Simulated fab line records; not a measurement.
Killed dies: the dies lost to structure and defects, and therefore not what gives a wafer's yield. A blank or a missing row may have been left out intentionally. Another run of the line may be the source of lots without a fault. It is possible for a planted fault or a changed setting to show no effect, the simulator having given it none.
Struck lot and sound lot, side by side + flow sfq-line + 24 out of 325 route steps
Sound: the wafers L458.2, L458.4, L458.5. Wafers struck: L464.2, L464.5, L464.6. The cause comes at the end.
Per side, at each step with rows, come the tool, then ch with its chambers, and then its first start. Under that, the readings that differ: sound wafers + struck wafers + difference of the means + sigmas: that difference in standard deviations of wafers without a fault.
alike: a reading whose means differ by less than 2 such deviations, as well as words and numbers matching on both sides. not compared: withheld readings; readings where some wafer has no value; bounds like >300 that might hide an equal value; numbers whose values overlap and for which the record gives no deviation.
Wherever a step has rows on one side only, a row that says differs or no value, or a row with sigmas, the two part there. Numbers that have no deviation but don't overlap get no sigmas and don't part them. Lack of a reading on every wafer of one side parts them only where that side has two or more wafers.

first, 6 steps without rows for these wafers: SFQ_TRILAYER_I1_VIA_LITHO_COAT_054 (resist thk 62 nm); SFQ_TRILAYER_I1_VIA_LITHO_COAT_049 (resist thk 650 nm); SFQ_TRILAYER_I1_VIA_LITHO_SOFTBAKE_053; SFQ_TRILAYER_I1_VIA_LITHO_EXPOSE_050 (exposes mask I1, target cd 500 nm); SFQ_TRILAYER_I1_VIA_LITHO_PEB_052 (peb time 60 s); SFQ_TRILAYER_I1_VIA_LITHO_DEVELOP_051 (time 60 s).
SFQ_I1_OVL_MEAS_913:
  struck on overlay-01, day 25 23:43; sound on overlay-01, day 25 05:15
  alike: I1_OVL
SFQ_TRILAYER_I1_VIA_BARC_OPEN_VIA_ETCH_071: etches BARC in O2, target depth 125 nm, time 41.7 s.
  sound on rie-diel-03 ch 0,1,2, day 25 05:17; struck on rie-diel-04 ch 1,2, day 25 23:45
  alike: bias-w, drypump-motor-current-A, oes-product-au
  not compared: rf-hours-counter-h
SFQ_TRILAYER_I1_VIA_ETCH_VIA_ETCH_052: etches SiO2 in CHF3, stops on Nb, target depth 260 nm.
  sound on rie-diel-03 ch 0,1,2, day 25 05:19; struck on rie-diel-04 ch 1,2, day 25 23:47
  alike: bias-w, drypump-motor-current-A, oes-product-au
SFQ_TRILAYER_I1_VIA_STRIP_STRIP_053: strips in O2.
  sound on rie-metal-02 ch 0,1, day 25 05:26; struck on rie-metal-02 ch 0,1, day 25 23:55
  alike: drypump-motor-current-A, oes-product-au
  not compared: rf-hours-counter-h
then, 2 steps without rows for these wafers: SFQ_TRILAYER_I1_VIA_STRIP_SOLV_CLEAN_054 (cleans in NMP, time 600 s); SFQ_TRILAYER_M2_DEP_PRE_CLEAN_056 (time 22.5 s).
SFQ_TRILAYER_M2_DEP_SPUTTER_055: material Nb, target thk 200 nm, time 133.3 s.
  struck on pvd-sputter-04, day 26 00:59; sound on pvd-sputter-05, day 25 06:14
  alike: base-pressure-pa, cathode-dc-power-W, chamber-pressure-pa, throttle-valve-pct
SFQ_M2_RS_MEAS_914: measurement is done with a four-point probe.
  struck on film-metro-02, day 26 01:05; sound on film-metro-02, day 25 06:21
| reading           | sound             | struck            | difference | sigmas |
|-------------------|-------------------|-------------------|------------|--------|
| M2_NB_RS (ohm/sq) | 0.898 0.902 0.900 | 0.453 0.453 0.444 | -0.450     | -51    |
then, 6 steps without rows for these wafers: SFQ_TRILAYER_M2_LITHO_COAT_062 (resist thk 62 nm); SFQ_TRILAYER_M2_LITHO_COAT_057 (resist thk 600 nm); SFQ_TRILAYER_M2_LITHO_SOFTBAKE_061; SFQ_TRILAYER_M2_LITHO_EXPOSE_058 (exposes mask M2, target cd 500 nm); SFQ_TRILAYER_M2_LITHO_PEB_060 (peb time 60 s); SFQ_TRILAYER_M2_LITHO_DEVELOP_059 (time 60 s).
-- the record jumps here: 6 days lie between the struck wafers' starts before and after --
SFQ_M2_OVL_MEAS_916:
  struck on overlay-01, day 31 18:04; sound on overlay-01, day 30 21:50
  alike: M2_OVL
SFQ_TRILAYER_M2_BARC_OPEN_METAL_ETCH_077: etches BARC in O2, target depth 125 nm, time 41.7 s.
  sound on rie-metal-04 ch 0,1, day 30 21:52; struck on rie-metal-04 ch 0,1, day 31 18:06
  alike: bias-w, drypump-motor-current-A, oes-product-au
  not compared: rf-hours-counter-h
SFQ_TRILAYER_M2_ETCH_METAL_ETCH_060: etches Nb in Cl2/Ar, stops on SiO2, target depth 240 nm, time 120 s.
  sound on rie-metal-04 ch 0,1, day 30 21:55; struck on rie-metal-04 ch 0,1, day 31 18:10
| reading                        | sound             | struck            | difference | sigmas |
|--------------------------------|-------------------|-------------------|------------|--------|
| oes-product-au (a.u.)          | 0.889 0.883 0.885 | 1.006 1.009 1.008 | +0.122     | +18    |
| model.etch.depth-nm (nm)       | 197.9 197.2 197.7 | 243.6 244.6 243.4 | +46.3      |        |
| model.M2.feature-depth-nm (nm) | 197.9 197.2 197.7 | 243.6 244.6 243.4 | +46.3      |        |
  alike: bias-w, drypump-motor-current-A
  not compared: rf-hours-counter-h
SFQ_TRILAYER_M2_STRIP_STRIP_061: strips in O2.
  sound on rie-metal-04 ch 0,1, day 30 22:02; struck on rie-metal-04 ch 0,1, day 31 18:17
  alike: drypump-motor-current-A, oes-product-au
  not compared: rf-hours-counter-h

## WHERE THEY PART
Earliest at SFQ_M2_RS_MEAS_914; latest, in this record, at SFQ_TRILAYER_M2_ETCH_METAL_ETCH_060. Later steps at which nothing parts them and some readings are alike: SFQ_TRILAYER_M2_STRIP_STRIP_061.

WHY: what had been put in by the simulator
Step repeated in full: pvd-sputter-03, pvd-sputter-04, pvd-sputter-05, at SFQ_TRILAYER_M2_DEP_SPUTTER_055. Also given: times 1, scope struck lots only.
